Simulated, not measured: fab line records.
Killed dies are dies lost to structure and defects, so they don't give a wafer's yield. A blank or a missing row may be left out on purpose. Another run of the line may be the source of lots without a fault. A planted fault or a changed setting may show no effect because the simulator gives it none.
Which tool is to blame? :: flow gf180mcu :: 72 wafers from 24 lots sampled at 4 of the route's 602 steps

== WHAT THE GAUGES READ, wafer by wafer ==
GF_CONTACT_THK_MEAS_03.
lot: L074
measured: day 16 00:55
on: filmMetro-01
CONTACT_CVD_02_THK (nm): 849 856 862

lot: L075
measured: day 16 08:45
on: filmMetro-04
CONTACT_CVD_02_THK (nm): 855 860 846

lot: L076
measured: day 16 13:34
on: filmMetro-04
CONTACT_CVD_02_THK (nm): 855 849 849

lot: L077
measured: day 17 05:35
on: filmMetro-01
CONTACT_CVD_02_THK (nm): 850 856 866

lot: L078
measured: day 17 17:11
on: filmMetro-01
CONTACT_CVD_02_THK (nm): 843 843 841

lot: L079
measured: day 18 00:49
on: filmMetro-04
CONTACT_CVD_02_THK (nm): 847 852 878

lot: L080
measured: day 18 00:55
on: filmMetro-01
CONTACT_CVD_02_THK (nm): 867 859 874

lot: L081
measured: day 18 16:28
on: filmMetro-01
CONTACT_CVD_02_THK (nm): 854 872 864

lot: L082
measured: day 18 16:52
on: filmMetro-01
CONTACT_CVD_02_THK (nm): 841 859 861

lot: L083
measured: day 19 07:49
on: filmMetro-04
CONTACT_CVD_02_THK (nm): 857 866 866

lot: L084
measured: day 19 15:46
on: filmMetro-03
CONTACT_CVD_02_THK (nm): 852 861 877

lot: L085
measured: day 20 01:58
on: filmMetro-04
CONTACT_CVD_02_THK (nm): 850 833 846

lot: L086
measured: day 20 03:34
on: filmMetro-04
CONTACT_CVD_02_THK (nm): 834 851 866

lot: L087
measured: day 20 14:22
on: filmMetro-01
CONTACT_CVD_02_THK (nm): 846 842 868

lot: L088
measured: day 20 20:34
on: filmMetro-04
CONTACT_CVD_02_THK (nm): 843 842 859

lot: L089
measured: day 21 08:40
on: filmMetro-01
CONTACT_CVD_02_THK (nm): 860 854 851

lot: L090
measured: day 21 13:44
on: filmMetro-01
CONTACT_CVD_02_THK (nm): 857 870 858

lot: L091
measured: day 22 00:16
on: filmMetro-04
CONTACT_CVD_02_THK (nm): 851 859 853

lot: L092
measured: day 22 04:59
on: filmMetro-03
CONTACT_CVD_02_THK (nm): 867 869 887

lot: L093
measured: day 22 11:28
on: filmMetro-01
CONTACT_CVD_02_THK (nm): 857 846 864

lot: L094
measured: day 22 20:31
on: filmMetro-01
CONTACT_CVD_02_THK (nm): 834 858 855

lot: L095
measured: day 23 04:26
on: filmMetro-01
CONTACT_CVD_02_THK (nm): 853 854 889

lot: L096
measured: day 23 12:07
on: filmMetro-04
CONTACT_CVD_02_THK (nm): 846 856 866

lot: L097
measured: day 23 22:08
on: filmMetro-01
CONTACT_CVD_02_THK (nm): 849 865 862

GF_V4_THK_MEAS_03.
lot: L074
measured: day 24 13:08
on: filmMetro-04
V4_CVD_02_THK (nm): 850 844 857

lot: L075
measured: day 24 21:18
on: filmMetro-04
V4_CVD_02_THK (nm): 863 865 864

lot: L076
measured: day 24 22:48
on: filmMetro-03
V4_CVD_02_THK (nm): 821 836 829

lot: L077
measured: day 25 13:23
on: filmMetro-01
V4_CVD_02_THK (nm): 830 836 848

lot: L078
measured: day 25 23:44
on: filmMetro-04
V4_CVD_02_THK (nm): 835 853 853

lot: L079
measured: day 26 05:16
on: filmMetro-03
V4_CVD_02_THK (nm): 826 846 852

lot: L080
measured: day 26 05:40
on: filmMetro-03
V4_CVD_02_THK (nm): 851 831 849

lot: L081
measured: day 26 22:06
on: filmMetro-01
V4_CVD_02_THK (nm): 849 858 859

lot: L082
measured: day 26 22:20
on: filmMetro-03
V4_CVD_02_THK (nm): 848 859 869

lot: L083
measured: day 27 09:44
on: filmMetro-03
V4_CVD_02_THK (nm): 843 847 848

lot: L084
measured: day 27 15:13
on: filmMetro-04
V4_CVD_02_THK (nm): 852 863 836

lot: L085
measured: day 28 01:14
on: filmMetro-03
V4_CVD_02_THK (nm): 847 850 858

lot: L086
measured: day 28 01:41
on: filmMetro-01
V4_CVD_02_THK (nm): 854 856 865

lot: L087
measured: day 28 10:01
on: filmMetro-04
V4_CVD_02_THK (nm): 852 863 876

lot: L088
measured: day 28 14:22
on: filmMetro-01
V4_CVD_02_THK (nm): 846 843 853

lot: L089
measured: day 29 00:08
on: filmMetro-03
V4_CVD_02_THK (nm): 843 850 845

lot: L090
measured: day 29 06:21
on: filmMetro-01
V4_CVD_02_THK (nm): 882 870 869

lot: L091
measured: day 29 14:02
on: filmMetro-01
V4_CVD_02_THK (nm): 853 840 867

lot: L092
measured: day 29 18:11
on: filmMetro-03
V4_CVD_02_THK (nm): 848 863 863

lot: L093
measured: day 29 20:49
on: filmMetro-04
V4_CVD_02_THK (nm): 836 850 858

lot: L094
measured: day 30 05:20
on: filmMetro-01
V4_CVD_02_THK (nm): 843 851 854

lot: L095
measured: day 30 12:59
on: filmMetro-04
V4_CVD_02_THK (nm): 844 853 873

lot: L096
measured: day 30 18:07
on: filmMetro-03
V4_CVD_02_THK (nm): 848 862 872

lot: L097
measured: day 31 03:26
on: filmMetro-01
V4_CVD_02_THK (nm): 851 863 851

== WHAT TOOL EACH LOT RAN ON (gives the tool, then ch and the chambers of the sampled wafers, and finally the start) ==
lot: L074
GF_V1_CVD_23: cvdW-01 ch 0,1, day 19 05:23
GF_V2_ETCH_17: rieDiel-02 ch 0,1,2, day 24 13:08 or earlier

lot: L075
GF_V1_CVD_23: cvdW-01 ch 0,1, day 19 14:55
GF_V2_ETCH_17: rieDiel-02 ch 0,1, day 24 21:18 or earlier

lot: L076
GF_V1_CVD_23: cvdW-01 ch 0,1, day 19 18:44
GF_V2_ETCH_17: rieDiel-02 ch 0,2,3, day 24 22:48 or earlier

lot: L077
GF_V1_CVD_23: cvdW-02 ch 0,1, day 20 10:35
GF_V2_ETCH_17: rieDiel-02 ch 0,2,3, day 25 13:23 or earlier

lot: L078
GF_V1_CVD_23: cvdW-02 ch 0,1, day 20 23:29
GF_V2_ETCH_17: rieDiel-02 ch 1,2,3, day 25 23:44 or earlier

lot: L079
GF_V1_CVD_23: cvdW-02 ch 0,1, day 21 07:02
GF_V2_ETCH_17: rieDiel-02 ch 0,1,3, day 26 05:16 or earlier

lot: L080
GF_V1_CVD_23: cvdW-01 ch 0,1, day 21 07:29
GF_V2_ETCH_17: rieDiel-02 ch 0,1,3, day 26 05:40 or earlier

lot: L081
GF_V1_CVD_23: cvdW-01 ch 0,1, day 21 23:50
GF_V2_ETCH_17: rieDiel-04 ch 0,3, day 26 22:06 or earlier

lot: L082
GF_V1_CVD_23: cvdW-02 ch 0,1, day 22 00:11
GF_V2_ETCH_17: rieDiel-03 ch 0,1,3, day 26 22:20 or earlier

lot: L083
GF_V1_CVD_23: cvdW-02 ch 0,1, day 22 13:47
GF_V2_ETCH_17: rieDiel-02 ch 1,2,3, day 27 09:44 or earlier

lot: L084
GF_V1_CVD_23: cvdW-01 ch 0,1, day 22 20:36
GF_V2_ETCH_17: rieDiel-02 ch 0,2, day 27 15:13 or earlier

lot: L085
GF_V1_CVD_23: cvdW-01 ch 0,1, day 23 06:38
GF_V2_ETCH_17: rieDiel-02 ch 0,1,2, day 28 01:14 or earlier

lot: L086
GF_V1_CVD_23: cvdW-02 ch 0,1, day 23 09:11
GF_V2_ETCH_17: rieDiel-02 ch 0,1,3, day 28 01:41 or earlier

lot: L087
GF_V1_CVD_23: cvdW-02 ch 0,1, day 23 17:23
GF_V2_ETCH_17: rieDiel-03 ch 0,1,3, day 28 10:01 or earlier

lot: L088
GF_V1_CVD_23: cvdW-02 ch 0,1, day 24 00:08
GF_V2_ETCH_17: rieDiel-03 ch 0,1,3, day 28 14:22 or earlier

lot: L089
GF_V1_CVD_23: cvdW-01 ch 0,1, day 24 11:28
GF_V2_ETCH_17: rieDiel-04 ch 0,1,2, day 29 00:08 or earlier

lot: L090
GF_V1_CVD_23: cvdW-01 ch 0,1, day 24 15:56
GF_V2_ETCH_17: rieDiel-03 ch 0,1,2, day 29 06:21 or earlier

lot: L091
GF_V1_CVD_23: cvdW-02 ch 1, day 24 23:50
GF_V2_ETCH_17: rieDiel-02 ch 2,3, day 29 14:02 or earlier

lot: L092
GF_V1_CVD_23: cvdW-01 ch 0,1, day 25 04:20
GF_V2_ETCH_17: rieDiel-03 ch 0,3, day 29 18:11 or earlier

lot: L093
GF_V1_CVD_23: cvdW-02 ch 0,1, day 25 08:07
GF_V2_ETCH_17: rieDiel-04 ch 0,1,3, day 29 20:49 or earlier

lot: L094
GF_V1_CVD_23: cvdW-02 ch 0,1, day 25 17:19
GF_V2_ETCH_17: rieDiel-02 ch 0,2,3, day 30 05:20 or earlier

lot: L095
GF_V1_CVD_23: cvdW-01 ch 0,1, day 26 00:11
GF_V2_ETCH_17: rieDiel-03 ch 0,3, day 30 12:59 or earlier

lot: L096
GF_V1_CVD_23: cvdW-02 ch 0,1, day 26 07:38
GF_V2_ETCH_17: rieDiel-03 ch 1,3, day 30 18:07 or earlier

lot: L097
GF_V1_CVD_23: cvdW-01 ch 0,1, day 26 17:40
GF_V2_ETCH_17: rieDiel-02 ch 0,1, day 31 03:26 or earlier
- GF_V1_CVD_23: deposits W, target thk 350 nm, time 105.05 s.
- GF_V2_ETCH_17: etches SiO2 in C4F8/O2/Ar, stops on TiN, target depth 630 nm.

== AS READ BY THE TOOLS THEMSELVES (means over the sampled wafers that have a number; for cases with no such wafer, the mark the record gives instead) ==
GF_V1_CVD_23.
lot: L074
tool: cvdW-01
chamberPressureTorr (Torr): 40.05
heaterPowerW (W): 867

lot: L075
tool: cvdW-01
chamberPressureTorr (Torr): 40.01
heaterPowerW (W): 874

lot: L076
tool: cvdW-01
chamberPressureTorr (Torr): 39.93
heaterPowerW (W): 880

lot: L077
tool: cvdW-02
chamberPressureTorr (Torr): 40.02
heaterPowerW (W): 871

lot: L078
tool: cvdW-02
chamberPressureTorr (Torr): 40.01
heaterPowerW (W): 877

lot: L079
tool: cvdW-02
chamberPressureTorr (Torr): 39.94
heaterPowerW (W): 882

lot: L080
tool: cvdW-01
chamberPressureTorr (Torr): 40.01
heaterPowerW (W): 891

lot: L081
tool: cvdW-01
chamberPressureTorr (Torr): 39.89
heaterPowerW (W): 881

lot: L082
tool: cvdW-02
chamberPressureTorr (Torr): 39.89
heaterPowerW (W): 881

lot: L083
tool: cvdW-02
chamberPressureTorr (Torr): 39.98
heaterPowerW (W): 884

lot: L084
tool: cvdW-01
chamberPressureTorr (Torr): 39.99
heaterPowerW (W): 874

lot: L085
tool: cvdW-01
chamberPressureTorr (Torr): 40.01
heaterPowerW (W): 878

lot: L086
tool: cvdW-02
chamberPressureTorr (Torr): 39.95
heaterPowerW (W): 881

lot: L087
tool: cvdW-02
chamberPressureTorr (Torr): 40.10
heaterPowerW (W): 875

lot: L088
tool: cvdW-02
chamberPressureTorr (Torr): 40.01
heaterPowerW (W): 883

lot: L089
tool: cvdW-01
chamberPressureTorr (Torr): 40.11
heaterPowerW (W): 853

lot: L090
tool: cvdW-01
chamberPressureTorr (Torr): 39.96
heaterPowerW (W): 855

lot: L091
tool: cvdW-02
chamberPressureTorr (Torr): 39.84
heaterPowerW (W): 891

lot: L092
tool: cvdW-01
chamberPressureTorr (Torr): 39.99
heaterPowerW (W): 889

lot: L093
tool: cvdW-02
chamberPressureTorr (Torr): 39.99
heaterPowerW (W): 880

lot: L094
tool: cvdW-02
chamberPressureTorr (Torr): 40.12
heaterPowerW (W): 886

lot: L095
tool: cvdW-01
chamberPressureTorr (Torr): 39.99
heaterPowerW (W): 885

lot: L096
tool: cvdW-02
chamberPressureTorr (Torr): 40.03
heaterPowerW (W): 883

lot: L097
tool: cvdW-01
chamberPressureTorr (Torr): 39.98
heaterPowerW (W): 870

GF_V2_ETCH_17.
lot: L074
tool: rieDiel-02
oesProductAu (a.u.): 0.857

lot: L075
tool: rieDiel-02
oesProductAu (a.u.): 0.852

lot: L076
tool: rieDiel-02
oesProductAu (a.u.): 0.854

lot: L077
tool: rieDiel-02
oesProductAu (a.u.): 0.858

lot: L078
tool: rieDiel-02
oesProductAu (a.u.): 0.856

lot: L079
tool: rieDiel-02
oesProductAu (a.u.): 0.853

lot: L080
tool: rieDiel-02
oesProductAu (a.u.): 0.854

lot: L081
tool: rieDiel-04
oesProductAu (a.u.): 0.855

lot: L082
tool: rieDiel-03
oesProductAu (a.u.): 0.855

lot: L083
tool: rieDiel-02
oesProductAu (a.u.): 0.857

lot: L084
tool: rieDiel-02
oesProductAu (a.u.): 0.853

lot: L085
tool: rieDiel-02
oesProductAu (a.u.): 0.852

lot: L086
tool: rieDiel-02
oesProductAu (a.u.): 0.855

lot: L087
tool: rieDiel-03
oesProductAu (a.u.): 0.856

lot: L088
tool: rieDiel-03
oesProductAu (a.u.): 0.855

lot: L089
tool: rieDiel-04
oesProductAu (a.u.): 0.859

lot: L090
tool: rieDiel-03
oesProductAu (a.u.): 0.861

lot: L091
tool: rieDiel-02
oesProductAu (a.u.): 0.849

lot: L092
tool: rieDiel-03
oesProductAu (a.u.): 0.852

lot: L093
tool: rieDiel-04
oesProductAu (a.u.): 0.853

lot: L094
tool: rieDiel-02
oesProductAu (a.u.): 0.854

lot: L095
tool: rieDiel-03
oesProductAu (a.u.): 0.856

lot: L096
tool: rieDiel-03
oesProductAu (a.u.): 0.854

lot: L097
tool: rieDiel-02
oesProductAu (a.u.): 0.853

== THE ANSWER, worked out from the rows above alone ==
Rule: the usual values come from the lots themselves. The widest of any qualifying gaps counts: lots, ordered by their means at a reading, are off when they make up no more than a third of the lots, leave a main group of 4 or more, and stand apart from it by 3 or more times the standard deviation of that group's means. A main group is skipped when, at the precision printed for the reading in the tables above, its means are all equal. A lot without any number at a reading at which 4 lots or more have one is off too. Any other lot the step has rows for is counted as sound. The gauges are gone through in route order, then the tools' own readings, and for those a lot's mean is taken as printed above. The first step at which some lot is off is used, and at that step the reading that is off furthest; a lot without a number counts as furthest.
Across all readings shown, no lot is off: no conclusion can be drawn from this.

== WHAT THE SIMULATOR HAD INSERTED ==
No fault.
